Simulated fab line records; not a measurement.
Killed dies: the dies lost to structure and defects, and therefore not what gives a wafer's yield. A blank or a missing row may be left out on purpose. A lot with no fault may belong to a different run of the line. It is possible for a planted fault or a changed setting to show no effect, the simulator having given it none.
fab line records | flow sky130
record lots=6 wafers=18 lastDay=50
route steps=708 shown VT_ADJUST_LVTN@102 PAD_OPEN@708
lots that met no fault: taken from a fault-free run of the same line
startH: hours from the record's first day to the start of the lot's first wafer shown | waitH: time in hours since the lot's previous step | " repeats the value in the row above | L1.1+2: a single row standing in for several wafers | - no value, or no start given | * or withheld: withheld | < > ~ a bound
route shown NAME@n: a module of which the file shows steps, and the number in the route of the first | usual: mean/standard deviation of fault-free wafers | same: alike in all rows | chamber/n: place in a boat | sites: each site's reading | _std_site: their standard deviation | _edge_site: mean of outer sites minus mean of inner sites | radiusMm: how far each site lies from the wafer's centre | mask NAME#n: copy n | behind: the last tool/chamber to shape the wafer | hold: reason for holding the lot/hours on hold/outcome of the hold | device: names the non-switching transistor (n, p or np) | end of line: tests of these same wafers at the route's end | a step given without rows: its recipe and nothing more | killed: dies lost to structure and defects at the first sort, not the wafer's yield | map: shows each die of a wafer: x if killed, . if not, _ if none is there
set.NAME: setting as actually run; set.NAME@STEP: the setting as run at that earlier step | model.NAME: the simulator's own value behind a step, which no gauge read
lots at selected steps of the route; one table per step, one row per wafer
## steps
# step SKY_VT_ADJUST_LVTN_PEB_05
# recipe tempC=115 timeS=withheld
# step SKY_VT_ADJUST_LVTN_DEVELOP_06
# recipe wallAngleDeg=90 developer=TMAH developTimeS=60 devTempC=23
# step SKY_VT_ADJUST_LVTN_OVL_MEAS_07
# usual VT_ADJUST_LVTN_OVL=1.3/1.5
# columns lot.wafer tool chamber startH waitH VT_ADJUST_LVTN_OVL[nm]
L340.1 overlay-01 - 200.82 - 3.3
L340.2 " - " " 2.6
L340.3 " - " " 2.9
L341.2 overlay-02 - 209.10 - 2.8
L341.4 " - " " 1.8
L341.6 " - " " 1.2
L342.3 overlay-02 - 211.00 - -1.7
L342.4 " - " " 0.2
L342.5 " - " " -0.8
L343.4 overlay-01 - 222.26 - 0.8
L343.5 " - " " -0.3
L343.6 " - " " -0.6
L351.1 overlay-01 - 268.32 - -2.1
L351.2 " - " " 2.1
L351.5 " - " " 0.8
L354.2 overlay-01 - 282.97 - 2.6
L354.5 " - " " 1.8
L354.6 " - " " 1.8
# step SKY_VT_ADJUST_LVTN_IMPLANT_08
# recipe species=B energyKev=30 doseCm2=1.57e+12 tiltDeg=withheld
# step SKY_VT_ADJUST_LVTN_STRIP_09
# recipe chemistry=O2/N2 powerW=1400 pressureMtorr=1500 platenTempC=withheld o2FlowSccm=3000 n2FlowSccm=300 overashFraction=0.5
# usual drypumpMotorCurrentA=5.6/0.46 oesProductAu=0.722/0.0042 stripTimeToEndpointS=36.94/0.092
# columns lot.wafer tool chamber startH waitH drypumpMotorCurrentA oesProductAu rfHoursCounterH stripTimeToEndpointS
L340.1 plasmaAsher-02 1 201.00 0.1 5.8 0.718 38 36.93
L340.2 " 0 " " 6.1 0.731 38 36.89
L340.3 " 0 " " 6.1 0.716 - 36.91
L341.2 plasmaAsher-02 1 209.28 0.1 5.8 0.726 39 36.83
L341.4 " 1 " " 5.8 0.727 - 36.92
L341.6 " 1 " " 5.8 0.723 - 36.85
L342.3 plasmaAsher-02 0 211.21 0.1 6.1 0.714 - 36.90
L342.4 " 1 " " 5.8 0.726 - 36.79
L342.5 " 1 " " 5.8 0.713 - 36.83
L343.4 plasmaAsher-01 1 222.46 0.1 4.7 0.723 - 36.88
L343.5 " 1 " " 4.7 0.715 - 36.96
L343.6 " 0 " " 5.9 0.724 - 36.75
L351.1 plasmaAsher-02 0 268.50 0.1 6.1 0.733 45 36.94
L351.2 " 1 " " 5.8 0.716 45 37.01
L351.5 " 0 " " 6.1 0.724 - 36.90
L354.2 plasmaAsher-01 1 283.15 0.1 4.7 0.721 61 37.12
L354.5 " 0 " " 5.8 0.716 - 37.09
L354.6 " 1 " " 4.8 0.723 - 37.08
# step SKY_VT_ADJUST_LVTN_TW_MEAS_10
# usual VT_ADJUST_LVTN_TW=242.6/1.2
# columns lot.wafer tool chamber startH waitH VT_ADJUST_LVTN_TW
L340.1 filmMetro-03 - 201.10 0.1 242.6
L340.2 " - " " 241.1
L340.3 " - " " 242.6
L341.2 filmMetro-04 - 209.39 0.1 242.0
L341.4 " - " " 240.7
L341.6 " - " " 241.2
L342.3 filmMetro-04 - 211.30 0.1 240.9
L342.4 " - " " 241.1
L342.5 " - " " 242.5
L343.4 filmMetro-03 - 222.56 0.1 242.9
L343.5 " - " " 243.6
L343.6 " - " " 244.7
L351.1 filmMetro-03 - 268.60 0.1 240.7
L351.2 " - " " 242.5
L351.5 " - " " 241.8
L354.2 filmMetro-02 - 283.26 0.1 244.3
L354.5 " - " " 242.7
L354.6 " - " " 243.6
# step SKY_VT_ADJUST_LVTN_DEHYDRATE_11
# recipe tempC=200 timeS=60
# step SKY_VT_ADJUST_LVTN_HMDS_12
# recipe primeTimeS=60 primeTempC=120
# step SKY_VT_ADJUST_LVTN_COAT_13
# recipe resist=NOVOLAK spinRpm=3000 resistThkNm=1140
# step SKY_VT_ADJUST_LVTN_SOFTBAKE_14
# recipe tempC=90 timeS=60 resist=NOVOLAK
# step SKY_VT_ADJUST_LVTN_EXPOSE_15
# recipe maskId=HVN_STD_DERIVED na=0.6 sourceShape=conventional sigmaOuter=0.6 polarization=unpolarized targetCdNm=600 doseMj=163
# step SKY_VT_ADJUST_LVTN_PEB_16
# recipe tempC=withheld timeS=* resist=NOVOLAK
# step SKY_VT_ADJUST_LVTN_DEVELOP_17
# recipe resist=NOVOLAK developer=TMAH developTimeS=60 devTempC=23
# usual developerTempC=23.02/0.11
# columns lot.wafer tool chamber startH waitH developerTempC
L340.1 lithoTrack-03 0 222.60 0.1 23.27
L340.2 " 0 " " 23.07
L340.3 " 0 " " 23.19
L341.2 lithoTrack-03 0 232.48 0.1 22.97
L341.4 " 0 " " 22.97
L341.6 " 0 " " 22.79
L342.3 lithoTrack-03 0 233.75 0.1 23.79
L342.4 " 0 " " 23.72
L342.5 " 0 " " 23.76
L343.4 lithoTrack-03 0 245.03 0.1 23.87
L343.5 " 0 " " 23.96
L343.6 " 0 " " 23.98
L351.1 lithoTrack-04 0 292.22 0.1 22.96
L351.2 " 0 " " 23.13
L351.5 " 0 " " 23.08
L354.2 lithoTrack-04 0 307.99 0.1 22.97
L354.5 " 0 " " 23.07
L354.6 " 0 " " 22.96
# step SKY_VT_ADJUST_LVTN_OVL_MEAS_18
# usual VT_ADJUST_LVTN_01_OVL=-0.3/1.3
# columns lot.wafer tool chamber startH waitH VT_ADJUST_LVTN_01_OVL[nm]
L340.1 overlay-02 - 222.75 0.1 -1.1
L340.2 " - " " 0.5
L340.3 " - " " -1.3
L341.2 overlay-01 - 232.61 0.1 1.8
L341.4 " - " " 1.8
L341.6 " - " " 2.1
L342.3 overlay-02 - 233.86 0.1 0.4
L342.4 " - " " -1.6
L342.5 " - " " -1.1
L343.4 overlay-02 - 245.12 0.1 2.0
L343.5 " - " " 0.3
L343.6 " - " " 1.2
L351.1 overlay-02 - 292.37 0.1 -2.1
L351.2 " - " " -0.5
L351.5 " - " " -0.2
L354.2 overlay-02 - 308.12 0.1 -0.7
L354.5 " - " " 0.2
L354.6 " - " " -0.1
# step SKY_PAD_OPEN_PROBE_99
# usual killed_at_M0_to_M3=43/7.2 killed_at_M4_up=3.1/1.8 killedAtContacts=24/5.4 killedAtFrontEnd=15/4.4 killedAtOther=0.4/0.56 killedDies=86/9.3 killedOpen=47/6.9 killedShort=39/6.6
# same grossDies=492 killedAtBackSide=0
# columns lot.wafer tool chamber startH waitH killed_at_M0_to_M3 killed_at_M4_up killedAtContacts killedAtFrontEnd killedAtOther killedDies killedOpen killedShort
L340.1 prober-01 - 1132.66 0.1 48 2 23 14 1 88 46 42
L340.2 prober-01 - 1132.71 0.1 40 3 31 10 1 85 46 38
L340.3 prober-01 - 1132.76 0.2 53 3 18 18 0 92 55 36
L342.3 prober-02 - 1138.79 0.2 52 4 21 14 1 92 52 40
L342.4 prober-02 - 1138.84 0.2 54 5 23 7 0 89 47 42
L342.5 prober-02 - 1138.89 0.2 49 2 23 10 0 84 48 36
# killed by level:class
L340.1 VIA1:geometricParticle:open=10 CONTACT:geometricParticle:open=8 VIA1:geometricParticle:short=8 METAL1:geometricParticle:short=7 LI_CONTACT:geometricParticle:open=6 VIA3:geometricParticle:open=6 FIELD_ISO:geometricParticle:open=4 FIELD_ISO:geometricParticle:short=4
L340.2 CONTACT:geometricParticle:open=10 LI_CONTACT:geometricParticle:open=8 METAL1:geometricParticle:short=7 VIA1:geometricParticle:open=6 LOCAL_INTERCONNECT:geometricParticle:short=6 VIA1:geometricParticle:short=6 FIELD_ISO:geometricParticle:open=5 VIA2:geometricParticle:open=5
L340.3 VIA2:geometricParticle:open=14 VIA1:geometricParticle:open=10 METAL2:geometricParticle:short=9 VIA3:geometricParticle:open=7 LI_CONTACT:geometricParticle:open=6 POLY_GATE:geometricParticle:short=5 CONTACT:geometricParticle:open=5 FIELD_ISO:geometricParticle:open=3
L342.3 VIA1:geometricParticle:open=15 VIA1:geometricParticle:short=9 VIA2:geometricParticle:open=9 METAL2:geometricParticle:short=7 LOCAL_INTERCONNECT:geometricParticle:short=6 LI_CONTACT:geometricParticle:open=5 CONTACT:geometricParticle:open=5 POLY_GATE:geometricParticle:open=4
L342.4 VIA1:geometricParticle:open=11 CONTACT:geometricParticle:open=9 VIA3:geometricParticle:open=9 METAL1:geometricParticle:short=6 VIA1:geometricParticle:short=5 VIA3:geometricParticle:short=4 LI_CONTACT:geometricParticle:open=4 LOCAL_INTERCONNECT:geometricParticle:short=4
L342.5 VIA1:geometricParticle:open=14 METAL1:geometricParticle:short=11 CONTACT:geometricParticle:open=9 METAL2:geometricParticle:short=5 LI_CONTACT:geometricParticle:open=5 VIA2:geometricParticle:open=5 FIELD_ISO:geometricParticle:open=4 LOCAL_INTERCONNECT:geometricParticle:short=4
## key
firstSign step=SKY_VT_ADJUST_LVTN_DEVELOP_17 reading=developerTempC direction=up sigmas=7.5 usual=* struck=*
effect none on later readings
metAt SKY_VT_ADJUST_LVTN_DEVELOP_17
struckWafers L342.3,L342.4,L342.5,L343.4,L343.5,L343.6
testerLeftOut L342,L343
onsetBetween 232.48 233.75
fault kind=processParameterDrift tool=lithoTrack-03 chamber=- onsetH=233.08 steps=SKY_VT_ADJUST_LVTN_DEVELOP_17 channel=devTempC offset=* shape=step endH=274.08 actsIn=* stated=*
# testerLeftOut: of these lots the tester's yield and bins aren't shown, on N5 and GAA mostly nor the transistor test; their killed dies are dies lost to structure and defects alone, not to doping, threshold or leakage, so they don't give the yield
